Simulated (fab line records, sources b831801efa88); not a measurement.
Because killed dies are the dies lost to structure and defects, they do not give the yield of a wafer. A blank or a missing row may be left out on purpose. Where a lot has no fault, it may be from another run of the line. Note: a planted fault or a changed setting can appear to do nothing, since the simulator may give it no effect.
Which of the tools did it? / flow sky130 / 14 lots with 42 wafers sampled at 6 steps, on a route of 708 steps

## WHAT THE GAUGES SHOWED, per wafer
SKY_VT_ADJUST_HVTP_CD_MEAS_07: target cd 380 nm. Usual: cd-nm 379.3 nm, standard deviation 2.8.
lot=L989; measured=day 5 23:59; on=cd-sem-01; cd-nm (nm)=385.1 382.5 386.0; flag=
lot=L991; measured=day 6 15:43; on=cd-sem-01; cd-nm (nm)=374.5 375.5 375.8; flag=
lot=L995; measured=day 7 14:35; on=cd-sem-01; cd-nm (nm)=376.8 374.9 376.6; flag=
lot=L997; measured=day 8 01:34; on=cd-sem-01; cd-nm (nm)=377.9 379.0 379.8; flag=
lot=L101; measured=day 9 04:26; on=cd-sem-01; cd-nm (nm)=382.8 381.1 385.6; flag=
lot=L102; measured=day 9 10:53; on=cd-sem-02; cd-nm (nm)=375.4 372.8 377.0; flag=
lot=L105; measured=day 10 14:51; on=cd-sem-02; cd-nm (nm)=376.7 379.5 377.8; flag=
lot=L106; measured=day 10 15:30; on=cd-sem-02; cd-nm (nm)=377.7 379.8 379.1; flag=
lot=L107; measured=day 10 21:13; on=cd-sem-01; cd-nm (nm)=380.4 382.8 381.4; flag=
lot=L108; measured=day 11 01:30; on=cd-sem-02; cd-nm (nm)=382.7 380.5 383.6; flag=
lot=L109; measured=day 11 07:58; on=cd-sem-02; cd-nm (nm)=374.5 376.9 375.8; flag=
lot=L110; measured=day 11 15:42; on=cd-sem-02; cd-nm (nm)=382.6 382.9 381.9; flag=
lot=L112; measured=day 12 18:43; on=cd-sem-01; cd-nm (nm)=380.3 379.6 378.8; flag=
lot=L111; measured=day 12 19:02; on=cd-sem-01; cd-nm (nm)=379.6 382.0 379.4; flag=

SKY_VT_ADJUST_NCORE_CD_MEAS_07: target cd 380 nm. Usual: cd-nm 380 nm, standard deviation 3.2.
lot=L989; measured=day 8 09:18; on=cd-sem-02; cd-nm (nm)=381 382 381; flag=
lot=L991; measured=day 9 03:29; on=cd-sem-01; cd-nm (nm)=381 382 381; flag=
lot=L995; measured=day 10 06:49; on=cd-sem-02; cd-nm (nm)=387 386 388; flag=
lot=L997; measured=day 10 18:37; on=cd-sem-01; cd-nm (nm)=379 379 378; flag=
lot=L101; measured=day 12 00:37; on=cd-sem-01; cd-nm (nm)=380 381 382; flag=
lot=L102; measured=day 12 09:53; on=cd-sem-01; cd-nm (nm)=383 384 383; flag=
lot=L105; measured=day 13 16:29; on=cd-sem-02; cd-nm (nm)=379 378 377; flag=
lot=L106; measured=day 13 17:05; on=cd-sem-02; cd-nm (nm)=376 376 378; flag=
lot=L107; measured=day 13 23:24; on=cd-sem-01; cd-nm (nm)=379 380 377; flag=
lot=L108; measured=day 14 03:33; on=cd-sem-01; cd-nm (nm)=387 386 385; flag=
lot=L109; measured=day 14 11:22; on=cd-sem-01; cd-nm (nm)=385 386 384; flag=
lot=L110; measured=day 14 20:35; on=cd-sem-02; cd-nm (nm)=374 380 376; flag=
lot=L112; measured=day 16 02:43; on=cd-sem-02; cd-nm (nm)=381 384 382; flag=
lot=L111; measured=day 16 03:13; on=cd-sem-02; cd-nm (nm)=381 380 382; flag=

SKY_VT_ADJUST_PCH_OVL_MEAS_07. Usual: VT_ADJUST_PCH_OVL gives 0.8 nm (standard deviation 1.5).
lot=L989; measured=day 10 04:23; on=overlay-01; VT_ADJUST_PCH_OVL (nm)=0.7 -1.8 0.6; flag=
lot=L991; measured=day 10 23:10; on=overlay-02; VT_ADJUST_PCH_OVL (nm)=2.0 1.8 3.3; flag=
lot=L995; measured=day 12 06:35; on=overlay-02; VT_ADJUST_PCH_OVL (nm)=- - -; flag=OFF
lot=L997; measured=day 12 19:24; on=overlay-02; VT_ADJUST_PCH_OVL (nm)=- - -; flag=OFF
lot=L101; measured=day 14 02:16; on=overlay-01; VT_ADJUST_PCH_OVL (nm)=-1.3 2.8 0.1; flag=
lot=L102; measured=day 14 13:49; on=overlay-02; VT_ADJUST_PCH_OVL (nm)=1.6 1.1 -1.2; flag=
lot=L105; measured=day 15 22:08; on=overlay-02; VT_ADJUST_PCH_OVL (nm)=-0.7 0.6 1.2; flag=
lot=L106; measured=day 15 22:46; on=overlay-01; VT_ADJUST_PCH_OVL (nm)=0.7 1.4 0.5; flag=
lot=L107; measured=day 16 06:32; on=overlay-01; VT_ADJUST_PCH_OVL (nm)=-0.2 -1.4 -0.9; flag=
lot=L108; measured=day 16 10:08; on=overlay-02; VT_ADJUST_PCH_OVL (nm)=-0.5 0.2 -0.4; flag=
lot=L109; measured=day 16 19:41; on=overlay-02; VT_ADJUST_PCH_OVL (nm)=1.5 3.1 1.2; flag=
lot=L110; measured=day 17 03:41; on=overlay-02; VT_ADJUST_PCH_OVL (nm)=2.2 2.2 4.1; flag=
lot=L112; measured=day 18 12:44; on=overlay-02; VT_ADJUST_PCH_OVL (nm)=1.4 3.0 0.9; flag=
lot=L111; measured=day 18 14:17; on=overlay-01; VT_ADJUST_PCH_OVL (nm)=0.1 -0.7 0.9; flag=

SKY_VT_ADJUST_PCH_TW_MEAS_10. Usual: VT_ADJUST_PCH_TW gives 142.9 (standard deviation 0.88).
lot=L989; measured=day 10 04:41; on=film-metro-02; VT_ADJUST_PCH_TW=142.9 141.7 142.5; flag=
lot=L991; measured=day 10 23:31; on=film-metro-04; VT_ADJUST_PCH_TW=143.5 143.4 143.2; flag=
lot=L995; measured=day 12 06:52; on=film-metro-04; VT_ADJUST_PCH_TW=29.9 29.9 30.0; flag=OFF
lot=L997; measured=day 12 19:41; on=film-metro-04; VT_ADJUST_PCH_TW=30.0 29.7 29.9; flag=OFF
lot=L101; measured=day 14 02:33; on=film-metro-02; VT_ADJUST_PCH_TW=142.8 141.9 141.6; flag=
lot=L102; measured=day 14 14:07; on=film-metro-04; VT_ADJUST_PCH_TW=142.5 142.3 142.4; flag=
lot=L105; measured=day 15 22:26; on=film-metro-01; VT_ADJUST_PCH_TW=142.8 143.4 143.8; flag=
lot=L106; measured=day 15 23:04; on=film-metro-01; VT_ADJUST_PCH_TW=143.8 143.6 143.8; flag=
lot=L107; measured=day 16 06:50; on=film-metro-01; VT_ADJUST_PCH_TW=143.7 144.5 144.0; flag=
lot=L108; measured=day 16 10:25; on=film-metro-04; VT_ADJUST_PCH_TW=142.8 142.8 142.1; flag=
lot=L109; measured=day 16 19:58; on=film-metro-02; VT_ADJUST_PCH_TW=142.1 141.8 142.4; flag=
lot=L110; measured=day 17 03:58; on=film-metro-01; VT_ADJUST_PCH_TW=143.6 143.9 143.8; flag=
lot=L112; measured=day 18 13:01; on=film-metro-02; VT_ADJUST_PCH_TW=142.9 143.0 142.2; flag=
lot=L111; measured=day 18 14:34; on=film-metro-02; VT_ADJUST_PCH_TW=141.7 142.0 141.6; flag=

## TOOL THAT RAN EACH LOT (tool first, then ch and the chambers of the sampled wafers, then the start)
lot=L989; SKY_VT_ADJUST_NCORE_STRIP_10=plasma-asher-03 ch 1, day 8 09:35; SKY_VT_ADJUST_PCH_DEVELOP_06=litho-track-03 ch 0, day 10 04:00
lot=L991; SKY_VT_ADJUST_NCORE_STRIP_10=plasma-asher-03 ch 0,1, day 9 03:47; SKY_VT_ADJUST_PCH_DEVELOP_06=litho-track-04 ch 0, day 10 23:00
lot=L995; SKY_VT_ADJUST_NCORE_STRIP_10=plasma-asher-03 ch 0, day 10 07:07; SKY_VT_ADJUST_PCH_DEVELOP_06=litho-track-03 ch 0, day 12 06:00
lot=L997; SKY_VT_ADJUST_NCORE_STRIP_10=plasma-asher-04 ch 0,1, day 10 18:55; SKY_VT_ADJUST_PCH_DEVELOP_06=litho-track-03 ch 0, day 12 19:00
lot=L101; SKY_VT_ADJUST_NCORE_STRIP_10=plasma-asher-03 ch 0,1, day 12 00:55; SKY_VT_ADJUST_PCH_DEVELOP_06=litho-track-04 ch 0, day 14 02:00
lot=L102; SKY_VT_ADJUST_NCORE_STRIP_10=plasma-asher-01 ch 0,1, day 12 10:10; SKY_VT_ADJUST_PCH_DEVELOP_06=litho-track-04 ch 0, day 14 13:00
lot=L105; SKY_VT_ADJUST_NCORE_STRIP_10=plasma-asher-03 ch 0,1, day 13 16:46; SKY_VT_ADJUST_PCH_DEVELOP_06=litho-track-03 ch 0, day 15 22:00
lot=L106; SKY_VT_ADJUST_NCORE_STRIP_10=plasma-asher-04 ch 0,1, day 13 17:22; SKY_VT_ADJUST_PCH_DEVELOP_06=litho-track-04 ch 0, day 15 22:00
lot=L107; SKY_VT_ADJUST_NCORE_STRIP_10=plasma-asher-04 ch 0,1, day 13 23:41; SKY_VT_ADJUST_PCH_DEVELOP_06=litho-track-03 ch 0, day 16 06:00
lot=L108; SKY_VT_ADJUST_NCORE_STRIP_10=plasma-asher-04 ch 0,1, day 14 03:50; SKY_VT_ADJUST_PCH_DEVELOP_06=litho-track-01 ch 0, day 16 10:00
lot=L109; SKY_VT_ADJUST_NCORE_STRIP_10=plasma-asher-03 ch 0,1, day 14 11:40; SKY_VT_ADJUST_PCH_DEVELOP_06=litho-track-01 ch 0, day 16 19:00
lot=L110; SKY_VT_ADJUST_NCORE_STRIP_10=plasma-asher-01 ch 0,1, day 14 20:53; SKY_VT_ADJUST_PCH_DEVELOP_06=litho-track-01 ch 0, day 17 03:00
lot=L112; SKY_VT_ADJUST_NCORE_STRIP_10=plasma-asher-01 ch 0,1, day 16 03:01; SKY_VT_ADJUST_PCH_DEVELOP_06=litho-track-03 ch 0, day 18 12:00
lot=L111; SKY_VT_ADJUST_NCORE_STRIP_10=plasma-asher-04 ch 0,1, day 16 03:31; SKY_VT_ADJUST_PCH_DEVELOP_06=litho-track-01 ch 0, day 18 14:00
- SKY_VT_ADJUST_NCORE_STRIP_10: strips in O2/N2.
- SKY_VT_ADJUST_PCH_DEVELOP_06: develop time 60 s.

## AS READ BY THE TOOLS THEMSELVES (means over the sampled wafers that have a number; for cases with no such wafer, the mark the record gives instead)
SKY_VT_ADJUST_NCORE_STRIP_10. Usual: drypump-motor-current-A 5.7 A, standard deviation 0.49; oes-product-au 0.715 a.u., standard deviation 0.0047; strip-time-to-endpoint-s 14.17 s, standard deviation 0.044.
lot=L989; tool=plasma-asher-03; drypump-motor-current-A (A)=6.4; oes-product-au (a.u.)=0.719; strip-time-to-endpoint-s (s)=14.20; flag=
lot=L991; tool=plasma-asher-03; drypump-motor-current-A (A)=5.8; oes-product-au (a.u.)=0.715; strip-time-to-endpoint-s (s)=14.18; flag=
lot=L995; tool=plasma-asher-03; drypump-motor-current-A (A)=5.4; oes-product-au (a.u.)=0.714; strip-time-to-endpoint-s (s)=14.18; flag=
lot=L997; tool=plasma-asher-04; drypump-motor-current-A (A)=5.4; oes-product-au (a.u.)=0.715; strip-time-to-endpoint-s (s)=14.17; flag=
lot=L101; tool=plasma-asher-03; drypump-motor-current-A (A)=5.7; oes-product-au (a.u.)=0.718; strip-time-to-endpoint-s (s)=14.11; flag=
lot=L102; tool=plasma-asher-01; drypump-motor-current-A (A)=6.1; oes-product-au (a.u.)=0.714; strip-time-to-endpoint-s (s)=14.14; flag=
lot=L105; tool=plasma-asher-03; drypump-motor-current-A (A)=5.8; oes-product-au (a.u.)=0.716; strip-time-to-endpoint-s (s)=14.18; flag=
lot=L106; tool=plasma-asher-04; drypump-motor-current-A (A)=5.4; oes-product-au (a.u.)=0.715; strip-time-to-endpoint-s (s)=14.17; flag=
lot=L107; tool=plasma-asher-04; drypump-motor-current-A (A)=5.4; oes-product-au (a.u.)=0.718; strip-time-to-endpoint-s (s)=14.18; flag=
lot=L108; tool=plasma-asher-04; drypump-motor-current-A (A)=5.4; oes-product-au (a.u.)=0.719; strip-time-to-endpoint-s (s)=14.13; flag=
lot=L109; tool=plasma-asher-03; drypump-motor-current-A (A)=6.1; oes-product-au (a.u.)=0.716; strip-time-to-endpoint-s (s)=14.23; flag=
lot=L110; tool=plasma-asher-01; drypump-motor-current-A (A)=6.1; oes-product-au (a.u.)=0.713; strip-time-to-endpoint-s (s)=14.15; flag=
lot=L112; tool=plasma-asher-01; drypump-motor-current-A (A)=6.1; oes-product-au (a.u.)=0.719; strip-time-to-endpoint-s (s)=14.23; flag=
lot=L111; tool=plasma-asher-04; drypump-motor-current-A (A)=5.4; oes-product-au (a.u.)=0.716; strip-time-to-endpoint-s (s)=14.19; flag=

## THE ANSWER, worked out from the rows above alone
Rule: lot off if the mean of its wafers having a number is beyond 3 standard deviations from the usual mean. A lot without any number at a reading at which 4 lots or more have one is off too. Any other lot the step has rows for is counted as sound. Order of review: gauges by route order, followed by the tools' own readings, for which a lot's mean as printed above is used. The first step at which some lot is off is used, and at that step the reading that is off furthest; a lot without a number counts as furthest.
Off: L995, L997, seen at SKY_VT_ADJUST_PCH_OVL_MEAS_07 (VT_ADJUST_PCH_OVL). Without a number there: L995, L997.
A tool fits if, at a process step before that reading, it ran every lot that is off, and no sound lot after the first of them. The gauges at SKY_VT_ADJUST_PCH_OVL_MEAS_07 aren't tried: what is off there is off at SKY_VT_ADJUST_PCH_TW_MEAS_10 too, on other tools, and a gauge's error can't cause that. None of those tried fits.

## WHAT HAD BEEN PUT IN BY THE SIMULATOR
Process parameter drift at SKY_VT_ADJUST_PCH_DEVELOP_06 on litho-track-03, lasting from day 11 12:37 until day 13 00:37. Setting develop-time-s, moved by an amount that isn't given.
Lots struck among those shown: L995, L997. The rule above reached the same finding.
